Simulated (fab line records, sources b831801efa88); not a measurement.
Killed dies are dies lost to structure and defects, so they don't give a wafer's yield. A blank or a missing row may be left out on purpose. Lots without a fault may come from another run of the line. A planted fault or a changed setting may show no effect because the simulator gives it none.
One fault seen from 2 desks | flow gf180mcu | each desk has only its own numbers; what lay behind them comes last

THE METROLOGY DESK
What the gauges read, lot by lot, whatever tool the lot ran on: means of the sampled wafers that have a number. A lot is out of limits, marked OUT, if its mean lies more than 4 standard deviations from the usual mean; the brackets give that distance.
Columns: A = cd_nm at GF_M3_CD_MEAS_14, usual 279.7 nm
lot  | first seen here | A
L461 | day 21 05:43    | 279.2
L464 | day 22 13:07    | 279.6
L465 | day 23 02:52    | 280.7
L466 | day 23 04:01    | 279.3
L467 | day 23 23:23    | 279.7
L470 | day 24 17:13    | 279.8
L471 | day 25 04:37    | 281.2
L472 | day 25 07:37    | 279.1
L473 | day 25 18:05    | 278.9
L474 | day 25 20:55    | 279.8
L480 | day 27 23:25    | 279.0
L482 | day 28 08:21    | 279.9
L484 | day 28 22:50    | 279.7
This desk's finding: nothing out of limits on any of the 13 lots.

THE TOOL OWNER'S DESK: litho_track-02
The tool's own readings at GF_V1_SOFTBAKE_10 (time 60 s): means of the sampled wafers that have a number, for each lot that ran on this tool. A lot is out of limits, marked OUT, if its mean lies more than 4 standard deviations from the usual mean; the brackets give that distance.
Columns: A = heater_power_total_W at GF_V1_SOFTBAKE_10, usual 93.05 W; B = resist_line_temp_C at GF_V1_SOFTBAKE_10, usual 23.01 C; C = run_length_s at GF_V1_SOFTBAKE_10, usual 88.86 s
lot  | first seen here | A               | B     | C
L461 | day 17 12:00    | 93.08           | 23.09 | 88.69
L467 | day 20 08:00    | 93.04           | 22.94 | 88.72
L472 | day 21 19:00    | 93.12           | 22.98 | 88.70
L474 | day 22 10:00    | 93.06           | 22.98 | 88.75
L480 | day 24 17:00    | 97.17 (+70) OUT | 22.99 | 80.99 (-31) OUT
L482 | day 25 03:00    | 97.21 (+71) OUT | 23.03 | 81.02 (-31) OUT
This desk's finding: out of limits on L480, L482; first on L480, day 24 17:00 (heater_power_total_W at GF_V1_SOFTBAKE_10). In limits: L461, L467, L472, L474.

PUT TOGETHER
The tool owner's desk could have raised an alarm at day 24 17:00, on L480, L482.
The metrology desk saw nothing out of limits.
The metrology desk has L480, L482 on record, within its limits.
Of the lots named, all ran GF_V1_SOFTBAKE_10 on litho_track-02.

WHAT THE SIMULATOR HAD PUT IN
Process parameter drift: litho_track-02, from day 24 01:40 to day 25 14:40, at GF_V1_SOFTBAKE_10. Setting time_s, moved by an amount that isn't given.
Lots struck among those shown: L480, L482.
Hours from the fault's start to each desk's first reading out of limits: the tool owner's desk, 15.
